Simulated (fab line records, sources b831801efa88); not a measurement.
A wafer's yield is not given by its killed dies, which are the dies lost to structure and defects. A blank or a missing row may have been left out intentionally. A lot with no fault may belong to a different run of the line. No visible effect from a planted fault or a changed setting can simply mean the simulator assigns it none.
A struck lot beside a sound one	flow sfq line	42 out of 325 route steps
Sound: wafers L375.4, L375.5, L375.6. The struck wafers were L367.2, L367.4, L367.6. At the end, the cause is stated.
Each step with rows lists, per side, the tool, then ch with its chambers, then its first start. Under that, the readings that differ: sound wafers	struck wafers	difference of the means	sigmas: that difference in standard deviations of wafers without a fault.
alike: words and numbers the same on both sides, and readings whose means are apart by under 2 such deviations; not compared: readings that were withheld, readings missing a value for some wafer, numbers with overlapping values and no deviation given by the record, and bounds like >300 which may hide the same value.
Wherever a step has rows on one side only, a row that says differs or no value, or a row with sigmas, the two part there. Numbers that have no deviation but don't overlap get no sigmas and don't part them. A reading that every wafer of one side lacks parts them only if that side has two wafers or more.

first, 6 steps without rows for these wafers: SFQ_TRILAYER_I3_VIA_LITHO_COAT_090 (resist thk 62 nm); SFQ_TRILAYER_I3_VIA_LITHO_COAT_085 (resist thk 650 nm); SFQ_TRILAYER_I3_VIA_LITHO_SOFTBAKE_089; SFQ_TRILAYER_I3_VIA_LITHO_EXPOSE_086 (exposes mask I3, target cd 500 nm); SFQ_TRILAYER_I3_VIA_LITHO_PEB_088 (peb time 60 s); SFQ_TRILAYER_I3_VIA_LITHO_DEVELOP_087 (time 60 s).
SFQ_I3_OVL_MEAS_923:
  sound: overlay-02 at day 36 19:02; struck: overlay-02 at day 34 13:43
  alike: I3_OVL
then, 5 steps without rows for these wafers: SFQ_TRILAYER_I3_VIA_BARC_OPEN_VIA_ETCH_121 (etches BARC in O2, target depth 125 nm, time 41.7 s); SFQ_TRILAYER_I3_VIA_ETCH_VIA_ETCH_088 (etches SiO2 in CHF3, stops on Nb, target depth 260 nm); SFQ_TRILAYER_I3_VIA_STRIP_STRIP_089 (strips in O2); SFQ_TRILAYER_I3_VIA_STRIP_SOLV_CLEAN_090 (cleans in NMP, time 600 s); SFQ_TRILAYER_M4_DEP_PRE_CLEAN_092 (time 22.5 s).
SFQ_TRILAYER_M4_DEP_SPUTTER_091: material Nb, target thk 200 nm, time 133.3 s.
  sound: pvd sputter-03 at day 36 20:01; struck: pvd sputter-05 at day 34 14:43
reading	sound	struck	difference	sigmas
model.Nb_of_TRILAYER_M4_DEP_SPUTTER_091.thk nm (nm)	197.8 201.9 198.9	176.8 177.5 177.8	-22.2	
  alike: throttle valve pct
SFQ_M4_RS_MEAS_924: a four-point-probe measurement.
  sound: film metro-01 at day 36 20:10; struck: film metro-04 at day 34 14:49
reading	sound	struck	difference	sigmas
M4_NB_RS (ohm/sq)	0.902 0.881 0.894	1.006 1.001 1.001	+0.110	+10
then, 6 steps without rows for these wafers: SFQ_TRILAYER_M4_LITHO_COAT_098 (resist thk 62 nm); SFQ_TRILAYER_M4_LITHO_COAT_093 (resist thk 600 nm); SFQ_TRILAYER_M4_LITHO_SOFTBAKE_097; SFQ_TRILAYER_M4_LITHO_EXPOSE_094 (exposes mask M4, target cd 500 nm); SFQ_TRILAYER_M4_LITHO_PEB_096 (peb time 60 s); SFQ_TRILAYER_M4_LITHO_DEVELOP_095 (time 60 s).
SFQ_M4_OVL_MEAS_926:
  sound: overlay-01 at day 38 08:14; struck: overlay-01 at day 36 06:58
  alike: M4_OVL
SFQ_TRILAYER_M4_BARC_OPEN_METAL_ETCH_123: etches BARC in O2, target depth 125 nm, time 41.7 s.
  sound on rie metal-01 ch 0,1, day 38 08:17; struck on rie metal-02 ch 1, day 36 06:59
  alike: bias w, drypump motor current A, oes product au
  not compared: rf hours counter h
SFQ_TRILAYER_M4_ETCH_METAL_ETCH_096: etches Nb in Cl2/Ar, stops on SiO2, target depth 240 nm, time 120 s.
  sound on rie metal-01 ch 0,1, day 38 08:23; struck on rie metal-02 ch 1, day 36 07:03
reading	sound	struck	difference	sigmas
oes product au (a.u.)	0.888 0.894 0.898	0.836 0.840 0.844	-0.053	-7
  alike: bias w, drypump motor current A
  not compared: rf hours counter h
then, 2 steps without rows for these wafers: SFQ_TRILAYER_M4_STRIP_STRIP_097 (strips in O2); SFQ_TRILAYER_M4_STRIP_SOLV_CLEAN_098 (cleans in NMP, time 600 s).
SFQ_TRILAYER_I4_DEP_PECVD_099: deposits SiO2 from SiH4/N2O, time 111.11 s, target thk 500 nm.
  sound on pecvd-01 ch 0,1,2, day 38 09:32; struck on pecvd-04 ch 1,2, day 36 07:57
  alike: heater power w, throttle valve pct
then, 1 step without rows for these wafers: SFQ_TRILAYER_I4_CMP_CMP_100 (polishes SiO2).
-- the record jumps here: 2 days lie between the struck wafers' starts before and after --
SFQ_I4_BOW_MEAS_927:
  sound: film metro-04 at day 40 12:38; struck: film metro-02 at day 38 08:36
  alike: I4_BOW
SFQ_TRILAYER_I4_METRO_MEASURE_101:
  sound: film metro-04 at day 40 13:18; struck: film metro-02 at day 38 08:54
  alike: thk nm
then, 6 steps without rows for these wafers: SFQ_TRILAYER_I4_VIA_LITHO_COAT_108 (resist thk 62 nm); SFQ_TRILAYER_I4_VIA_LITHO_COAT_103 (resist thk 650 nm); SFQ_TRILAYER_I4_VIA_LITHO_SOFTBAKE_107; SFQ_TRILAYER_I4_VIA_LITHO_EXPOSE_104 (exposes mask I4, target cd 700 nm); SFQ_TRILAYER_I4_VIA_LITHO_PEB_106 (peb time 60 s); SFQ_TRILAYER_I4_VIA_LITHO_DEVELOP_105 (time 60 s).
-- the record jumps here: 4 days lie between the struck wafers' starts before and after --
SFQ_I4_OVL_MEAS_928:
  sound: overlay-01 at day 45 10:34; struck: overlay-02 at day 42 03:53
  alike: I4_OVL
SFQ_TRILAYER_I4_VIA_BARC_OPEN_VIA_ETCH_146: etches BARC in O2, target depth 125 nm, time 41.7 s.
  sound on rie diel-04 ch 1,2,3, day 45 10:35; struck on rie diel-02 ch 0,1,3, day 42 03:55
  alike: bias w, drypump motor current A, oes product au
  not compared: rf hours counter h
then, 1 step without rows for these wafers: SFQ_TRILAYER_I4_VIA_ETCH_VIA_ETCH_106 (etches SiO2 in CHF3, stops on Nb, target depth 260 nm).
SFQ_TRILAYER_I4_VIA_STRIP_STRIP_107: strips in O2.
  sound on rie metal-03 ch 0,1, day 45 10:56; struck on rie metal-02 ch 0,1, day 42 04:04
  alike: drypump motor current A, oes product au
  not compared: rf hours counter h
then, 2 steps without rows for these wafers: SFQ_TRILAYER_I4_VIA_STRIP_SOLV_CLEAN_108 (cleans in NMP, time 600 s); SFQ_TRILAYER_JJ_TRILAYER_DEP_PRE_CLEAN_113 (time 22.5 s).
-- the record jumps here: 31 days lie between the struck wafers' starts before and after --
SFQ_M8_BOW_MEAS_951:
  sound: film metro-01 at day 76 20:12; struck: film metro-02 at day 72 17:47
reading	sound	struck	difference	sigmas
model.etest.m4.ohm um	1.783 1.752 1.784	2.038 2.026 2.029	+0.258	
model.etest.i3.link ohm	1.949 1.949 1.952	2.083 2.087 2.076	+0.132	
model.etest.m4.ohm sq	0.8985 0.8803 0.8935	1.005 1.001 0.9997	+0.111	
model.etest.i4.link ohm	2.193 2.179 2.203	2.305 2.308 2.303	+0.114	
  alike: M8_BOW

WHERE THEY PART
First at SFQ_M4_RS_MEAS_924; last, within this record, at SFQ_TRILAYER_M4_ETCH_METAL_ETCH_096. Later steps at which nothing parts them and some readings are alike: SFQ_TRILAYER_I4_DEP_PECVD_099, SFQ_I4_BOW_MEAS_927, SFQ_TRILAYER_I4_METRO_MEASURE_101, SFQ_I4_OVL_MEAS_928, SFQ_TRILAYER_I4_VIA_BARC_OPEN_VIA_ETCH_146, SFQ_TRILAYER_I4_VIA_STRIP_STRIP_107, SFQ_M8_BOW_MEAS_951.

WHY: the cause the simulator had injected
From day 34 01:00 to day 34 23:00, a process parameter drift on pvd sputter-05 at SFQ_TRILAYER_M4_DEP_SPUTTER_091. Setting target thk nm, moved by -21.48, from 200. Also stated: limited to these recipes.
